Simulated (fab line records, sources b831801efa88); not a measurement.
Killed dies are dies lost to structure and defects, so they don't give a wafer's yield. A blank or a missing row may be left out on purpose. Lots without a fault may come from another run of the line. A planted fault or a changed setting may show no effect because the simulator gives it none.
Problem report in the 8D (eight disciplines) form, filled by code | flow sky130 | the parts of the form that need people (team, actions taken, sign-off) are left out

1. THE PROBLEM
killed_at_front_end at SKY_PAD_OPEN_PROBE_99 reads a mean of 413 on 6 wafers of 2 lots; wafers without a fault read 14 with a standard deviation of 4.5. That is +89 standard deviations from the usual mean.
First seen on wafer L188.1, day 48 04:06, on prober-02. The record holds 6 wafers of 2 lots with a number at this step. Rule for "out", or "out of limits": more than 4 standard deviations from the usual mean. The other wafers with a number count as sound.

2. WHAT IT IS AND WHAT IT IS NOT
question                    | is                                              | is not
which readings at this step | killed_at_front_end, killed_dies, killed_on_rim | killed_at_M0_to_M3, killed_at_M4_up, killed_at_other, killed_open
which lots                  | L188, L190                                      | -
which wafers of those lots  | all that have a number                          | -
read on which tools         | prober-02                                       | -
when                        | from day 48 04:06                               | up to then (0 sound wafers)

3. SUSPECTS, AND WHAT RULES EACH OUT
Counting: a tool at a process step up to the reading stays a suspect if it ran every lot that is out and no sound lot after the first of them.
- litho_track-03 at SKY_NWELL_DEVELOP_22 (develop time 60 s): kept. It ran every lot that is out, first L188 (day 7 13:00), and no sound lot after that.
- prober-02 at SKY_PAD_OPEN_PROBE_99: kept. It ran every lot that is out, first L188 (day 48 04:06), and no sound lot after that. Its own readings are out on those wafers: killed_at_front_end, killed_dies, killed_on_rim.
Left after counting: litho_track-03 at SKY_NWELL_DEVELOP_22, prober-02 at SKY_PAD_OPEN_PROBE_99.

4. THE CAUSE (what the simulator had put in)
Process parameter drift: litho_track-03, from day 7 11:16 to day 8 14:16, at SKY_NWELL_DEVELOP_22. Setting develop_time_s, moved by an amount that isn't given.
Counting left 2 suspects, and this tool is among them.

5. THE CHAIN OF EFFECTS, in route order
Each row: a reading whose mean over the struck wafers that have a number lies more than 3 standard deviations from the usual. Only readings for which the record gives a usual standard deviation are gone through. hours: the time from each lot's start at the first step in this table that gives one to its start at this step, as a median over the lots. sigmas: the change in usual standard deviations.
hours | step                  | reading             | usual | on struck wafers | change | sigmas
0     | SKY_PAD_OPEN_PROBE_99 | killed_at_front_end | 14    | 413              | +399   | +89
0     | SKY_PAD_OPEN_PROBE_99 | killed_dies         | 84    | 492              | +408   | +42
0     | SKY_PAD_OPEN_PROBE_99 | killed_on_rim       | 17    | 96               | +79    | +21
The process steps in it:
- SKY_PAD_OPEN_PROBE_99
Readings that are blank on the struck wafers while sound wafers have them: NWELL_01_OVL at SKY_NWELL_OVL_MEAS_23.

6. WHAT WOULD HAVE CAUGHT IT SOONER
In this record the first reading out of limits was taken at day 48 04:06, 977 hours after the fault began at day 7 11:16.
Between SKY_NWELL_DEVELOP_22 and SKY_PAD_OPEN_PROBE_99, SKY_NWELL_OVL_MEAS_23 gave no NWELL_01_OVL on the struck wafers, where sound wafers have one: a measuring or inspecting step that comes back empty is itself a sign.
All the lots that are out (2) had begun SKY_NWELL_DEVELOP_22 on litho_track-03 by day 48 04:06. A hold on the tool at that time would have spared none of them.
